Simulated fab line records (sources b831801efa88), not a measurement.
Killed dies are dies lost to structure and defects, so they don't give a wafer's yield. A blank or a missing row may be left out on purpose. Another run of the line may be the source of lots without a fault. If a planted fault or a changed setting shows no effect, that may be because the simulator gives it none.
Commonality check across tools / flow sky130 / 12 lots, 36 wafers sampled

== THE REASON FOR OPENING IT ==
Flagged at SKY_POLY_GATE_CD_MEAS_13: reading cdNm, on 2 of 12 lots. Wafers without a fault read 150.0 nm, standard deviation 1.3.
Rule: a lot is flagged in two cases, either no wafer of it has a number, or all its wafers with numbers fall more than 4 standard deviations from that mean. The other lots count as sound.

lot=L197; measured=day 17 05:43; on=cdSem-02; cdNm (nm), wafer by wafer=148.5 148.4 149.4; flag=
lot=L199; measured=day 18 00:34; on=cdSem-02; cdNm (nm), wafer by wafer=146.4 146.7 148.4; flag=
lot=L198; measured=day 18 03:43; on=cdSem-02; cdNm (nm), wafer by wafer=151.1 150.3 150.9; flag=
lot=L200; measured=day 18 04:17; on=cdSem-01; cdNm (nm), wafer by wafer=150.9 150.3 151.3; flag=
lot=L204; measured=day 19 11:19; on=cdSem-02; cdNm (nm), wafer by wafer=151.7 149.7 148.4; flag=
lot=L205; measured=day 20 10:17; on=cdSem-01; cdNm (nm), wafer by wafer=150.0 150.2 150.0; flag=
lot=L206; measured=day 20 14:21; on=cdSem-01; cdNm (nm), wafer by wafer=149.5 150.4 151.0; flag=
lot=L208; measured=day 21 06:10; on=cdSem-02; cdNm (nm), wafer by wafer=152.2 150.6 152.5; flag=
lot=L211; measured=day 22 00:40; on=cdSem-01; cdNm (nm), wafer by wafer=151.2 149.6 150.4; flag=
lot=L212; measured=day 22 19:16; on=cdSem-01; cdNm (nm), wafer by wafer=136.5 135.2 135.9; flag=FLAGGED
lot=L214; measured=day 23 02:04; on=cdSem-01; cdNm (nm), wafer by wafer=135.4 135.9 136.3; flag=FLAGGED
lot=L217; measured=day 24 09:21; on=cdSem-02; cdNm (nm), wafer by wafer=149.1 148.3 148.5; flag=
The mean of the flagged lots' numbers is 135.9 nm, -14.1 nm from the usual (-11 standard deviations).

== LOT BY LOT: THE TOOL USED ==
The record keeps 1 process step preceding the reading, out of 708 steps on the route. Read each cell as the tool, then ch plus the chambers that the sampled wafers visited, then the start.
lot=L197; flag=; SKY_POLY_GATE_EXPOSE_10=krfScanner-02 ch 0, day 16 14:19
lot=L199; flag=; SKY_POLY_GATE_EXPOSE_10=krfScanner-02 ch 0, day 17 10:20
lot=L198; flag=; SKY_POLY_GATE_EXPOSE_10=krfScanner-01 ch 0, day 17 13:23
lot=L200; flag=; SKY_POLY_GATE_EXPOSE_10=krfScanner-02 ch 0, day 17 13:41
lot=L204; flag=; SKY_POLY_GATE_EXPOSE_10=krfScanner-02 ch 0, day 18 20:24
lot=L205; flag=; SKY_POLY_GATE_EXPOSE_10=krfScanner-02 ch 0, day 19 19:11
lot=L206; flag=; SKY_POLY_GATE_EXPOSE_10=krfScanner-02 ch 0, day 19 23:23
lot=L208; flag=; SKY_POLY_GATE_EXPOSE_10=krfScanner-01 ch 0, day 20 14:57
lot=L211; flag=; SKY_POLY_GATE_EXPOSE_10=krfScanner-02 ch 0, day 21 09:40
lot=L212; flag=FLAGGED; SKY_POLY_GATE_EXPOSE_10=krfScanner-02 ch 0, day 22 03:52
lot=L214; flag=FLAGGED; SKY_POLY_GATE_EXPOSE_10=krfScanner-02 ch 0, day 22 11:11
lot=L217; flag=; SKY_POLY_GATE_EXPOSE_10=krfScanner-01 ch 0, day 23 18:18
These steps, and what they do:
- SKY_POLY_GATE_EXPOSE_10: exposes mask P1M, target cd 150 nm.
- SKY_POLY_GATE_CD_MEAS_13: target cd 150 nm.

== FLAGGED OVER TOTAL, TOOL BY TOOL (the gauges that took the reading come last) ==
step=SKY_POLY_GATE_EXPOSE_10; tool=krfScanner-01; lots run=3; flagged=0; share of the flagged lots=none; sound lots run after its first flagged lot=-
step=SKY_POLY_GATE_EXPOSE_10; tool=krfScanner-02; lots run=9; flagged=2; share of the flagged lots=all; sound lots run after its first flagged lot=0
step=SKY_POLY_GATE_CD_MEAS_13; tool=cdSem-01; lots run=6; flagged=2; share of the flagged lots=all; sound lots run after its first flagged lot=0
step=SKY_POLY_GATE_CD_MEAS_13; tool=cdSem-02; lots run=6; flagged=0; share of the flagged lots=none; sound lots run after its first flagged lot=-

== WHAT THE TABLE ALLOWS ==
Table rows that saw every flagged lot: 2, namely krfScanner-02 at SKY_POLY_GATE_EXPOSE_10 and cdSem-01 at SKY_POLY_GATE_CD_MEAS_13.
- krfScanner-02 at SKY_POLY_GATE_EXPOSE_10: 2 of its 9 lots flagged. A fault beginning between L211 (day 21 09:40), its last sound lot, and L212 (day 22 03:52), its first flagged one, fits the data. Its own readings (exposureDoseMJCm2) fall more than 4 standard deviations out on all wafers of the flagged lots.
- cdSem-01 at SKY_POLY_GATE_CD_MEAS_13: 2 of its 6 lots flagged. A fault beginning between L211 (day 22 00:40), its last sound lot, and L212 (day 22 19:16), its first flagged one, fits the data.
Counting lots can't tell these 2 tools apart, because each fits a fault that began at some hour. More lots, or a look at what each step does to the wafer, might.

== WHAT THE SIMULATOR PUT IN ==
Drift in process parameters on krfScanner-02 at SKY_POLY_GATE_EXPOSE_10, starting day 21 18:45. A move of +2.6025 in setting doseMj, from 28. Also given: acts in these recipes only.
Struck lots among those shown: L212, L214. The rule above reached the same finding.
